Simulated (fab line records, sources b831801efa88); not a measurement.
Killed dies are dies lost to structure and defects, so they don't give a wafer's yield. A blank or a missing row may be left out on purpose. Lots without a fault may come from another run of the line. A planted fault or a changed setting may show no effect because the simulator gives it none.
Which tool did it? | flow gf180mcu | 24 lots, 72 wafers sampled, at 5 steps of a route of 602

WHAT THE GAUGES READ, wafer by wafer
GF_V3_THK_MEAS_01. Usual: V3_CVD_00_THK 599 nm, standard deviation 8.2.
lot  | measured     | on            | V3_CVD_00_THK (nm) | flag
L074 | day 21 04:16 | film_metro-02 | 615 589 594        |
L075 | day 21 09:34 | film_metro-03 | 599 622 601        |
L076 | day 22 01:54 | film_metro-04 | 586 592 586        |
L077 | day 22 15:03 | film_metro-03 | 617 593 602        |
L078 | day 22 20:44 | film_metro-02 | 607 596 604        |
L079 | day 23 04:48 | film_metro-02 | 586 606 589        |
L080 | day 23 15:38 | film_metro-02 | 589 591 609        |
L081 | day 24 01:08 | film_metro-03 | 614 586 596        |
L082 | day 24 16:52 | film_metro-04 | 599 592 597        |
L083 | day 25 13:28 | film_metro-03 | 590 585 591        |
L084 | day 25 15:31 | film_metro-03 | 606 597 613        |
L086 | day 25 21:55 | film_metro-02 | 595 595 589        |
L085 | day 26 04:46 | film_metro-03 | 604 606 616        |
L087 | day 26 12:28 | film_metro-03 | 587 594 595        |
L088 | day 26 14:13 | film_metro-04 | 592 609 598        |
L089 | day 26 19:01 | film_metro-03 | 597 600 599        |
L090 | day 26 23:10 | film_metro-02 | 593 593 590        |
L091 | day 27 03:25 | film_metro-04 | 599 598 605        |
L092 | day 27 12:50 | film_metro-04 | 599 592 596        |
L093 | day 27 19:30 | film_metro-04 | 609 593 592        |
L094 | day 28 02:16 | film_metro-02 | 590 603 595        |
L095 | day 28 10:38 | film_metro-03 | 603 595 603        |
L096 | day 28 18:16 | film_metro-02 | 599 596 599        |
L097 | day 28 23:13 | film_metro-04 | 591 606 594        |

GF_V3_BOW_MEAS_05. Usual: V3_BOW 117 um, standard deviation 8.5.
lot  | measured     | on            | V3_BOW (um) | flag
L074 | day 21 04:46 | film_metro-02 | 126 130 121 |
L075 | day 21 10:04 | film_metro-04 | 125 127 126 |
L076 | day 22 02:23 | film_metro-04 | 111 124 123 |
L077 | day 22 15:32 | film_metro-02 | 119 115 112 |
L078 | day 22 21:14 | film_metro-02 | 119 111 120 |
L079 | day 23 05:17 | film_metro-02 | 102 130 115 |
L080 | day 23 16:08 | film_metro-03 | 107 119 121 |
L081 | day 24 01:39 | film_metro-04 | 133 124 133 |
L082 | day 24 17:22 | film_metro-02 | 115 115 110 |
L083 | day 25 13:57 | film_metro-03 | 118 117 106 |
L084 | day 25 16:01 | film_metro-02 | 110 120 129 |
L086 | day 25 22:26 | film_metro-04 | 117 124 106 |
L085 | day 26 05:15 | film_metro-03 | 107 102 119 |
L087 | day 26 12:57 | film_metro-03 | 130 132 122 |
L088 | day 26 14:43 | film_metro-04 | 102 99 123  |
L089 | day 26 19:30 | film_metro-02 | 116 112 117 |
L090 | day 26 23:40 | film_metro-04 | 99 113 113  |
L091 | day 27 03:55 | film_metro-02 | 121 121 119 |
L092 | day 27 13:20 | film_metro-04 | 112 100 103 |
L093 | day 27 20:00 | film_metro-02 | 126 109 125 |
L094 | day 28 02:45 | film_metro-02 | 118 115 125 |
L095 | day 28 11:07 | film_metro-02 | 132 120 123 |
L096 | day 28 18:46 | film_metro-02 | 112 118 120 |
L097 | day 28 23:43 | film_metro-02 | 113 109 129 |

GF_V4_THK_MEAS_01. Usual: V4_CVD_00_THK 603 nm, standard deviation 6.8.
lot  | measured     | on            | V4_CVD_00_THK (nm) | flag
L074 | day 23 06:56 | film_metro-03 | 601 609 602        |
L075 | day 23 11:22 | film_metro-03 | 598 599 610        |
L076 | day 24 03:17 | film_metro-03 | 599 599 598        |
L077 | day 24 15:23 | film_metro-01 | 598 599 605        |
L078 | day 24 20:47 | film_metro-01 | 600 603 607        |
L079 | day 25 04:50 | film_metro-01 | 603 598 602        |
L080 | day 25 15:15 | film_metro-03 | 598 613 598        |
L081 | day 25 23:06 | film_metro-03 | 604 603 602        |
L082 | day 26 14:55 | film_metro-01 | 604 608 605        |
L083 | day 27 09:09 | film_metro-04 | 611 597 607        |
L084 | day 27 11:32 | film_metro-04 | 614 603 608        |
L086 | day 27 18:03 | film_metro-01 | 589 598 602        |
L085 | day 28 00:07 | film_metro-04 | 601 588 605        |
L087 | day 28 07:44 | film_metro-01 | 614 600 608        |
L088 | day 28 09:25 | film_metro-04 | 608 610 605        |
L089 | day 28 14:10 | film_metro-03 | 592 607 609        |
L090 | day 28 17:44 | film_metro-03 | 616 602 608        |
L091 | day 28 21:55 | film_metro-04 | 603 599 598        |
L092 | day 29 07:26 | film_metro-03 | 608 601 603        |
L093 | day 29 12:30 | film_metro-03 | 592 598 606        |
L094 | day 29 19:44 | film_metro-04 | 607 605 605        |
L095 | day 30 03:24 | film_metro-03 | 601 611 606        |
L096 | day 30 10:08 | film_metro-01 | 597 613 587        |
L097 | day 30 14:40 | film_metro-01 | 606 612 602        |

WHICH TOOL RAN EACH LOT (tool, then ch and the chambers of the sampled wafers, then the start)
lot  | GF_M4_SPUTTER_01             | GF_M4_SPUTTER_02
L074 | pvd_sputter-03, day 22 06:28 | pvd_sputter-03, day 22 06:29
L075 | pvd_sputter-03, day 22 11:29 | pvd_sputter-03, day 22 11:31
L076 | pvd_sputter-01, day 23 03:36 | pvd_sputter-01, day 23 03:38
L077 | pvd_sputter-02, day 23 15:41 | pvd_sputter-02, day 23 15:43
L078 | pvd_sputter-02, day 23 21:23 | pvd_sputter-02, day 23 21:25
L079 | pvd_sputter-02, day 24 05:58 | pvd_sputter-02, day 24 06:00
L080 | pvd_sputter-03, day 24 16:38 | pvd_sputter-03, day 24 16:40
L081 | pvd_sputter-02, day 25 01:19 | pvd_sputter-02, day 25 01:21
L082 | pvd_sputter-03, day 25 17:13 | pvd_sputter-03, day 25 17:14
L083 | pvd_sputter-02, day 26 12:05 | pvd_sputter-02, day 26 12:07
L084 | pvd_sputter-01, day 26 14:01 | pvd_sputter-01, day 26 14:03
L086 | pvd_sputter-03, day 26 21:37 | pvd_sputter-03, day 26 21:39
L085 | pvd_sputter-01, day 27 03:19 | pvd_sputter-01, day 27 03:20
L087 | pvd_sputter-02, day 27 10:42 | pvd_sputter-02, day 27 10:44
L088 | pvd_sputter-01, day 27 12:32 | pvd_sputter-01, day 27 12:34
L089 | pvd_sputter-03, day 27 17:19 | pvd_sputter-03, day 27 17:20
L090 | pvd_sputter-02, day 27 21:14 | pvd_sputter-02, day 27 21:16
L091 | pvd_sputter-02, day 28 01:49 | pvd_sputter-02, day 28 01:51
L092 | pvd_sputter-03, day 28 10:54 | pvd_sputter-03, day 28 10:56
L093 | pvd_sputter-02, day 28 17:05 | pvd_sputter-02, day 28 17:07
L094 | pvd_sputter-01, day 28 23:49 | pvd_sputter-01, day 28 23:50
L095 | pvd_sputter-01, day 29 07:55 | pvd_sputter-01, day 29 07:56
L096 | pvd_sputter-02, day 29 15:10 | pvd_sputter-02, day 29 15:12
L097 | pvd_sputter-01, day 29 19:58 | pvd_sputter-01, day 29 20:00
- GF_M4_SPUTTER_01: material TiN, target thk 30 nm, time 25 s.
- GF_M4_SPUTTER_02: material AlCu, target thk 450 nm, time 23.9 s.

WHAT THE TOOLS THEMSELVES READ (means of the sampled wafers that have a number; where no wafer has one, the mark that the record gives instead)
GF_M4_SPUTTER_01. Usual: throttle_valve_pct 29.2 %, standard deviation 0.81.
lot  | tool           | throttle_valve_pct (%) | flag
L074 | pvd_sputter-03 | 29.2                   |
L075 | pvd_sputter-03 | 29.3                   |
L076 | pvd_sputter-01 | 29.8                   |
L077 | pvd_sputter-02 | 29.9                   |
L078 | pvd_sputter-02 | 29.6                   |
L079 | pvd_sputter-02 | 29.3                   |
L080 | pvd_sputter-03 | 29.2                   |
L081 | pvd_sputter-02 | 29.5                   |
L082 | pvd_sputter-03 | 29.2                   |
L083 | pvd_sputter-02 | 29.2                   |
L084 | pvd_sputter-01 | 28.0                   |
L086 | pvd_sputter-03 | 29.4                   |
L085 | pvd_sputter-01 | 29.0                   |
L087 | pvd_sputter-02 | 29.7                   |
L088 | pvd_sputter-01 | 27.9                   |
L089 | pvd_sputter-03 | 29.4                   |
L090 | pvd_sputter-02 | 29.8                   |
L091 | pvd_sputter-02 | 29.2                   |
L092 | pvd_sputter-03 | 29.0                   |
L093 | pvd_sputter-02 | 29.2                   |
L094 | pvd_sputter-01 | 28.5                   |
L095 | pvd_sputter-01 | 28.7                   |
L096 | pvd_sputter-02 | 29.5                   |
L097 | pvd_sputter-01 | 29.5                   |

GF_M4_SPUTTER_02. Usual: throttle_valve_pct 29.2 %, standard deviation 0.81.
lot  | tool           | throttle_valve_pct (%) | flag
L074 | pvd_sputter-03 | 29.2                   |
L075 | pvd_sputter-03 | 29.5                   |
L076 | pvd_sputter-01 | 29.6                   |
L077 | pvd_sputter-02 | 30.2                   |
L078 | pvd_sputter-02 | 29.6                   |
L079 | pvd_sputter-02 | 29.1                   |
L080 | pvd_sputter-03 | 29.3                   |
L081 | pvd_sputter-02 | 29.8                   |
L082 | pvd_sputter-03 | 29.3                   |
L083 | pvd_sputter-02 | 29.1                   |
L084 | pvd_sputter-01 | 28.0                   |
L086 | pvd_sputter-03 | 29.3                   |
L085 | pvd_sputter-01 | 29.1                   |
L087 | pvd_sputter-02 | 29.8                   |
L088 | pvd_sputter-01 | 27.7                   |
L089 | pvd_sputter-03 | 29.4                   |
L090 | pvd_sputter-02 | 29.9                   |
L091 | pvd_sputter-02 | 29.3                   |
L092 | pvd_sputter-03 | 28.9                   |
L093 | pvd_sputter-02 | 29.3                   |
L094 | pvd_sputter-01 | 28.8                   |
L095 | pvd_sputter-01 | 28.9                   |
L096 | pvd_sputter-02 | 29.7                   |
L097 | pvd_sputter-01 | 29.2                   |

THE ANSWER, worked out from the rows above alone
Rule: a lot is off if the mean of its wafers that have a number lies more than 3 standard deviations from the usual mean. A lot without any number at a reading at which 4 lots or more have one is off too. The other lots that the step has rows for count as sound. The gauges are gone through in route order, then the tools' own readings, and for those a lot's mean is taken as printed above. The first step at which some lot is off is used, and at that step the reading that is off furthest; a lot without a number counts as furthest.
No lot is off at any reading shown: from this, nothing can be told.

WHAT THE SIMULATOR HAD PUT IN
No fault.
